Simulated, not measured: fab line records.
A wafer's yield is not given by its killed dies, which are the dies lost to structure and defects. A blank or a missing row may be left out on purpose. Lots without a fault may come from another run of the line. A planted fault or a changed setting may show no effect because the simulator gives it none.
Code-filled problem report in 8D (eight disciplines) form | flow sfqLine | the parts of the form that need people (team, actions taken, sign-off) are left out

1. WHAT IS WRONG
M6_NB_RS at SFQ_M6_RS_MEAS_938 reads a mean of 0.567 ohm/sq on 3 wafers of 2 lots; wafers without a fault read 0.882 ohm/sq with a standard deviation of 0.012. That puts it -26 standard deviations away from the usual mean.
The step: measures by four-point-probe.
The first sign was on wafer L779.1 at day 68 00:59, on filmMetro-02. Wafers with a number at this step in the record: 41, from 14 lots. Rule for "out" (also "out of limits"): further than 4 standard deviations from the usual mean. All remaining wafers that have a number are taken as sound.

2. WHAT IT IS; WHAT IT IS NOT
question                    | is                         | is not
which readings at this step | M6_NB_RS                   | -
which lots                  | L779, L780                 | L758, L759, L761, L762, L763, L765, L766, L767, L768, L769, L770, L781
which wafers of those lots  | L779.1, L779.2, L780.2     | L780.4, L780.5
read on which gauges        | filmMetro-02, filmMetro-04 | filmMetro-01
when                        | from day 68 00:59          | up to then (33 sound wafers); but 5 sound wafers of L780, L781 came after

3. SUSPECTS, AND WHAT RULES EACH OUT
Counting: any tool at a process step up to the reading remains a suspect provided it ran every lot that is out. Sound lots after the first of them don't rule it out here, since some wafers of a struck lot are sound.
- the gauge at SFQ_M6_RS_MEAS_938: ruled out. The wafers that are out were read on 2 gauges (filmMetro-02, filmMetro-04).
- pvdSputter-06 at SFQ_TRILAYER_M6_DEP_SPUTTER_157 (material Nb, target thk 200 nm, time 133.3 s): kept. Every lot that is out went through it, the first being L779 (day 68 00:54); the last sound lot it ran before that was L770 (day 66 14:33).
Left after counting: pvdSputter-06 at SFQ_TRILAYER_M6_DEP_SPUTTER_157.

4. THE CAUSE (what the simulator had put in)
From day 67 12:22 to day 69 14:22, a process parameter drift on pvdSputter-06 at SFQ_TRILAYER_M6_DEP_SPUTTER_157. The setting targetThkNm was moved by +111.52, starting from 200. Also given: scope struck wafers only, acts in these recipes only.
Counting left only this tool.

5. SEQUENCE OF EFFECTS, ordered by route
Each row: a reading where the mean over the struck wafers with a number is more than 3 standard deviations away from the usual. Only readings whose record carries a usual standard deviation are examined. hours: median over the lots of the time between each lot's start at the first step of this table that gives one and its start at this step. sigmas: the change, counted in usual standard deviations.
hours | step                                | reading      | usual        | on struck wafers | change | sigmas
0     | SFQ_M6_RS_MEAS_938                  | M6_NB_RS     | 0.882 ohm/sq | 0.567            | -0.315 | -26
106   | SFQ_TRILAYER_M6_ETCH_METAL_ETCH_162 | oesProductAu | 0.898 a.u.   | 0.999            | +0.101 | +11
Here are the process steps it includes:
- SFQ_TRILAYER_M6_ETCH_METAL_ETCH_162: etches Nb in Cl2/Ar, stops on SiO2, target depth 240 nm, time 120 s.

6. HOW IT WOULD HAVE BEEN CAUGHT EARLIER
13 hours passed between the start of the fault at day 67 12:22 and the first reading out of limits at a measuring or inspecting step in this record, taken at day 68 00:59.
No tool reading at SFQ_TRILAYER_M6_DEP_SPUTTER_157 that has a usual standard deviation in the record was out on any struck wafer, so an alarm limit of 4 standard deviations on those readings would not have fired.
Of the lots that are out (2), L780 began SFQ_TRILAYER_M6_DEP_SPUTTER_157 on pvdSputter-06 after day 68 00:59. It would have been spared by a hold on the tool at that moment.
